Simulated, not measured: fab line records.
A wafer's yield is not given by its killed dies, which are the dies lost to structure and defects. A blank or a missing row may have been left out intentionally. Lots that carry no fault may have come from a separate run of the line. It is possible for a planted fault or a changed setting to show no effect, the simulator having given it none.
Which tool is to blame? + flow sfq-line + at 1 step of a route of 325, 13 lots with 39 wafers sampled

## WHAT THE GAUGES SHOWED, per wafer
Not one reading of a measure or inspect step in the record can be checked against a usual standard deviation.

## TOOL THAT RAN EACH LOT (tool first, then ch and the chambers of the sampled wafers, then the start)
| lot  | SFQ_TRILAYER_M5_STRIP_STRIP_127   |
|------|-----------------------------------|
| L887 | rie-metal-03 ch 0,1, day 60 18:06 |
| L888 | rie-metal-04 ch 0,1, day 60 22:34 |
| L889 | rie-metal-04 ch 0,1, day 61 08:04 |
| L890 | rie-metal-04 ch 0,1, day 61 14:04 |
| L891 | rie-metal-03 ch 0,1, day 62 16:47 |
| L892 | rie-metal-03 ch 0,1, day 62 19:11 |
| L895 | rie-metal-03 ch 0,1, day 68 12:41 |
| L897 | rie-metal-03 ch 0,1, day 68 15:05 |
| L902 | rie-metal-04 ch 0,1, day 69 10:46 |
| L903 | rie-metal-04 ch 0,1, day 69 14:22 |
| L905 | rie-metal-01 ch 0,1, day 69 17:58 |
| L906 | rie-metal-01 ch 0,1, day 69 21:42 |
| L908 | rie-metal-04 ch 0,1, day 70 17:55 |
- SFQ_TRILAYER_M5_STRIP_STRIP_127: strips in O2.

## WHAT THE TOOLS THEMSELVES READ (means of the sampled wafers that have a number; where no wafer has one, the mark that the record gives instead)
SFQ_TRILAYER_M5_STRIP_STRIP_127.
| lot  | tool         | drypump-motor-current-A (A) | oes-product-au (a.u.) | platen-temp-c (C) |
|------|--------------|-----------------------------|-----------------------|-------------------|
| L887 | rie-metal-03 | 5.9                         | 0.988                 | 39.98             |
| L888 | rie-metal-04 | 5.5                         | 1.008                 | 40.13             |
| L889 | rie-metal-04 | 5.3                         | 1.014                 | 39.99             |
| L890 | rie-metal-04 | 5.5                         | 1.002                 | 40.01             |
| L891 | rie-metal-03 | 6.0                         | 1.003                 | 39.94             |
| L892 | rie-metal-03 | 6.0                         | 0.994                 | 40.08             |
| L895 | rie-metal-03 | 5.9                         | 0.993                 | 40.02             |
| L897 | rie-metal-03 | 5.9                         | 0.993                 | 40.33             |
| L902 | rie-metal-04 | 5.5                         | 1.008                 | 40.00             |
| L903 | rie-metal-04 | 5.5                         | 1.008                 | 39.96             |
| L905 | rie-metal-01 | 6.2                         | 0.997                 | 40.04             |
| L906 | rie-metal-01 | 6.2                         | 1.011                 | 39.98             |
| L908 | rie-metal-04 | 5.3                         | 0.995                 | 40.10             |

## THE ANSWER, worked out from the rows above alone
Rule: what is usual is taken from the lots themselves. Put in order of their means at a reading, lots are off if they are a third of the lots or fewer, leave a main group of 4 or more, and stand apart from it by a gap of 3 or more times the standard deviation of the main group's means; of several such gaps the widest counts. A main group is skipped when, at the precision printed for the reading in the tables above, its means are all equal. Also off: a lot with no number at a reading for which 4 or more lots have one. All remaining lots with rows at the step are treated as sound. The gauges are gone through in route order, then the tools' own readings, and for those a lot's mean is taken as printed above. The first step at which some lot is off is used, and at that step the reading that is off furthest; a lot without a number counts as furthest.
Off at SFQ_TRILAYER_M5_STRIP_STRIP_127 (platen-temp-c): L897. Main group: mean 40.02 C, sd 0.056.
If a tool, at that step or one of the process steps before it, ran each lot that is off and ran no sound lot following the first of them, it fits. One fits: SFQ_TRILAYER_M5_STRIP_STRIP_127 on rie-metal-03. Its last sound lot is L895 (day 68 12:41), its first lot that is off L897 (day 68 15:05): a fault that began between those two fits.
The tool's own readings at SFQ_TRILAYER_M5_STRIP_STRIP_127 bear it out: on the lots that are off they differ by more than 5 times the standard deviation of the sound lots' means. platen-temp-c reads 40.33 C there against 40.02 C on the sound lots.

## WHAT THE SIMULATOR HAD PUT IN
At SFQ_TRILAYER_M5_STRIP_STRIP_127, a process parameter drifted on rie-metal-03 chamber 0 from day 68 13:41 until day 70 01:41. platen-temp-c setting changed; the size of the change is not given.
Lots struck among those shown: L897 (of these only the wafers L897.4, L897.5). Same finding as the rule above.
